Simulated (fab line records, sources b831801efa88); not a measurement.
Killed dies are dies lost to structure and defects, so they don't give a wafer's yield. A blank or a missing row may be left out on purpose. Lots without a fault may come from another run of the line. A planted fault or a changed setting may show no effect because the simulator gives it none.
A struck lot beside a sound one | flow sky130 | 16 steps out of a route of 708
Sound: wafers L224.1, L224.4, L224.6. Struck: wafer L234.1. (L234.4, L234.6 of the same lot were not struck and are left out.) The cause comes at the end.
At each step with rows: each side's tool, then ch and its chambers, then its first start. Under that, the readings that differ: sound wafers | struck wafers | difference of the means | sigmas: that difference in standard deviations of wafers without a fault.
alike: readings whose means differ by less than 2 such deviations, and words and numbers that are the same on both sides. not compared: withheld readings, readings that some wafer has no value for, bounds like >300 that may hide the same value, and numbers for which the record gives no deviation and whose values overlap.
The two part at a step that has a row with sigmas, a row that says differs or no value, or rows on one side only. Numbers that don't overlap but have no deviation are shown without sigmas and don't part them. A reading that every wafer of one side lacks parts them only if that side has two wafers or more.

first, 8 steps without rows for these wafers: SKY_METAL1_DEHYDRATE_07 (time 60 s); SKY_METAL1_HMDS_08 (prime time 60 s); SKY_METAL1_COAT_09 (resist thk 60 nm); SKY_METAL1_COAT_10 (resist thk 450 nm); SKY_METAL1_SOFTBAKE_11 (time 90 s); SKY_METAL1_EXPOSE_12 (exposes mask MM1, target cd 140 nm); SKY_METAL1_PEB_13; SKY_METAL1_DEVELOP_14 (develop time 60 s).
SKY_METAL1_CD_MEAS_15: target cd 140 nm.
  sound on cd_sem-02, day 35 00:52; struck on cd_sem-01, day 37 09:46
  alike: cd_nm
SKY_METAL1_OVL_MEAS_16:
  sound on overlay-01, day 35 00:59; struck on overlay-01, day 37 09:53
  alike: METAL1_OVL
SKY_METAL1_DESCUM_17: chemistry O2, time 8 s.
  sound on rie_metal-03 ch 0,1, day 35 01:02; struck on rie_metal-03 ch 0, day 37 09:56
  alike: chamber_pressure_mTorr, drypump_motor_current_A, oes_product_au
  not compared: rf_hours_counter_h
SKY_METAL1_ETCH_18: etches BARC in N2/H2, stops on SiO2, time 45.9 s, target depth 60 nm.
  sound on rie_metal-03 ch 0,1, day 35 01:04; struck on rie_metal-03 ch 0, day 37 09:58
  alike: chamber_pressure_mTorr, drypump_motor_current_A, oes_product_au, throttle_valve_pct
  not compared: rf_hours_counter_h
SKY_METAL1_METAL_ETCH_19: etches the open film in Cl2/BCl3, stops on SiO2, target depth 360 nm, time 78 s.
  sound on rie_metal-03 ch 0,1, day 35 01:07; struck on rie_metal-03 ch 0, day 37 10:01
  reading                                       | sound                | struck | difference | sigmas
  throttle_valve_pct (%)                        | 22.270 22.250 22.261 | 22.285 | +0.025     | +3
  model.KrF-thick_of_METAL1_COAT_10.thk_nm (nm) | 160.5 161.3 155.8    | 40.05  | -119.15    |
  model.METAL1.cd_nm (nm)                       | 141.5 140.9 138.2    | 128.4  | -11.8      |
  model.SiO2_of_CONTACT_HDPCVD_02.thk_nm (nm)   | 325.2 326.1 323.9    | 320    | -5         |
  alike: bcl3_flow_sccm, chamber_pressure_mTorr, drypump_motor_current_A, oes_product_au
  not compared: rf_hours_counter_h
SKY_METAL1_STRIP_20: strips in O2/N2.
  sound on plasma_asher-03 ch 0,1, day 35 01:13; struck on plasma_asher-02 ch 1, day 37 10:07
  reading                      | sound             | struck | difference | sigmas
  oes_product_au (a.u.)        | 0.347 0.345 0.344 | 0.290  | -0.055     | -11
  strip_time_to_endpoint_s (s) | 2.70 2.71 2.67    | 1.37   | -1.32      | -41
  alike: chamber_pressure_mTorr, drypump_motor_current_A
  not compared: rf_hours_counter_h
then, 1 step without rows for these wafers: SKY_METAL1_STRIP_21 (strips in post etch residue remover, time 1200 s).
-- the record jumps here: 12 days lie between the struck wafers' starts before and after (it left off in module METAL1 and takes up again in module PAD_OPEN, whose first step shown is number 708 of the route) --
SKY_PAD_OPEN_PROBE_99:
  sound on prober-01, day 47 13:36; struck on prober-01, day 49 08:56
  reading                        | sound                | struck | difference | sigmas
  model.etest.met1.width_nm (nm) | 140.2 137.2 139.4    | 125.9  | -13.0      |
  model.etest.met1.line_ohm_um   | 0.8994 0.9261 0.9051 | 1.004  | +0.094     |

WHERE THEY PART
First at SKY_METAL1_METAL_ETCH_19; last, within this record, at SKY_METAL1_STRIP_20.

WHY: what the simulator had put in
Process parameter drift: rie_metal-03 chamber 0, from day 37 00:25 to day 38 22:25, at SKY_METAL1_METAL_ETCH_19. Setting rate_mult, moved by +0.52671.
